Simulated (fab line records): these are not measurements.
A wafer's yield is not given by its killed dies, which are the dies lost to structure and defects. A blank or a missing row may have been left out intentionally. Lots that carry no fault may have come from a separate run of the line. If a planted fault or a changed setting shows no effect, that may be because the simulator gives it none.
A struck lot beside a sound one / flow sky130 / 14 steps out of a route of 708
Sound: the wafers L460.1, L460.2, L460.3. Struck: wafer L473.5. (L473.6 of the same lot was not struck and is left out.) The cause comes at the end.
Each step with rows lists, per side, the tool, then ch with its chambers, then its first start. Under that, the readings that differ: sound wafers / struck wafers / difference of the means / sigmas: that difference in standard deviations of wafers without a fault.
alike: words and numbers the same on both sides, and readings whose means are apart by under 2 such deviations; not compared: readings that were withheld, readings missing a value for some wafer, numbers with overlapping values and no deviation given by the record, and bounds like >300 which may hide the same value.
Wherever a step has rows on one side only, a row that says differs or no value, or a row with sigmas, the two part there. Numbers that don't overlap but have no deviation are shown without sigmas and don't part them. A reading missing from all wafers of one side parts the sides only when that side holds two or more wafers.

SKY_VIA2_ETCH_14: etches BARC in N2/H2, stops on SiO2, time 45.9 s, target depth 60 nm.
  sound on rie_diel-03 ch 1,2,3, day 36 22:23; struck on rie_diel-01 ch 2, day 41 02:39
  alike: drypump_motor_current_A, oes_product_au, throttle_valve_pct
  not compared: rf_hours_counter_h
SKY_VIA2_ETCH_15: etches SiO2 in C4F8/O2/Ar, stops on TiN, target depth 546 nm, time 84 s.
  sound on rie_diel-03 ch 1,2,3, day 36 22:25; struck on rie_diel-01 ch 2, day 41 02:43
  alike: oes_product_au
  not compared: rf_hours_counter_h
SKY_VIA2_STRIP_16: strips in O2/N2.
  sound on plasma_asher-03 ch 0,1, day 36 22:29; struck on plasma_asher-04 ch 1, day 41 02:48
reading=drypump_motor_current_A (A); sound=5.24 5.39 5.42; struck=5.86; difference=+0.51; sigmas=+2
reading=strip_time_to_endpoint_s (s); sound=4.120 4.117 4.082; struck=4.038; difference=-0.068; sigmas=-2
  alike: oes_product_au
  not compared: rf_hours_counter_h
then, 5 steps without rows for these wafers: SKY_VIA2_STRIP_17 (strips in post etch residue remover, time 1200 s); SKY_VIA2_CLEAN_18 (cleans in IPA, time 180 s); SKY_VIA2_CLEAN_19 (cleans in O3/DIW); SKY_VIA2_SPUTTER_20 (material TiN, target thk 20 nm, time 80 s); SKY_VIA2_CVD_21 (deposits W, target thk 420 nm, time 126.4 s).
SKY_VIA2_RS_MEAS_22: a four-point-probe measurement.
  sound: film_metro-01 at day 36 23:19; struck: film_metro-03 at day 41 03:40
  alike: VIA2_W_RS
SKY_VIA2_THK_MEAS_23: measures by xrf.
  sound: film_metro-01 at day 36 23:26; struck: film_metro-03 at day 41 03:45
  alike: VIA2_W_THK
SKY_VIA2_CMP_24: polishes, stops on SiO2, t overpolish 20 s, target thk 0 nm.
  sound on cmp-01 ch 1,2,3, day 36 23:32; struck on cmp-02 ch 1, day 41 03:58
  alike: motor_current_A, overpolish_run_s, slurry_flow_ml_min, time_to_endpoint_s
then, 1 step without rows for these wafers: SKY_METAL3_SPUTTER_00 (material Ti, target thk 15 nm, time 10 s).
SKY_METAL3_SPUTTER_01: material TiN, target thk 20 nm, time 16.7 s.
  sound: pvd_sputter-02 at day 36 23:49; struck: pvd_sputter-02 at day 41 04:07
reading=model.TiN_of_METAL3_SPUTTER_01.thk_nm (nm); sound=20.34 20.07 20.41; struck=11.13; difference=-9.14; sigmas=
  alike: throttle_valve_pct
SKY_METAL3_SPUTTER_02: material AlCu, target thk 735 nm, time 39.1 s.
  sound: pvd_sputter-02 at day 36 23:50; struck: pvd_sputter-02 at day 41 04:08
  alike: throttle_valve_pct

## WHERE THEY PART
Within this record, at SKY_VIA2_STRIP_16 only. Later steps at which nothing parts them and some readings are alike: SKY_VIA2_RS_MEAS_22, SKY_VIA2_THK_MEAS_23, SKY_VIA2_CMP_24, SKY_METAL3_SPUTTER_01, SKY_METAL3_SPUTTER_02.

WHY: the cause the simulator had injected
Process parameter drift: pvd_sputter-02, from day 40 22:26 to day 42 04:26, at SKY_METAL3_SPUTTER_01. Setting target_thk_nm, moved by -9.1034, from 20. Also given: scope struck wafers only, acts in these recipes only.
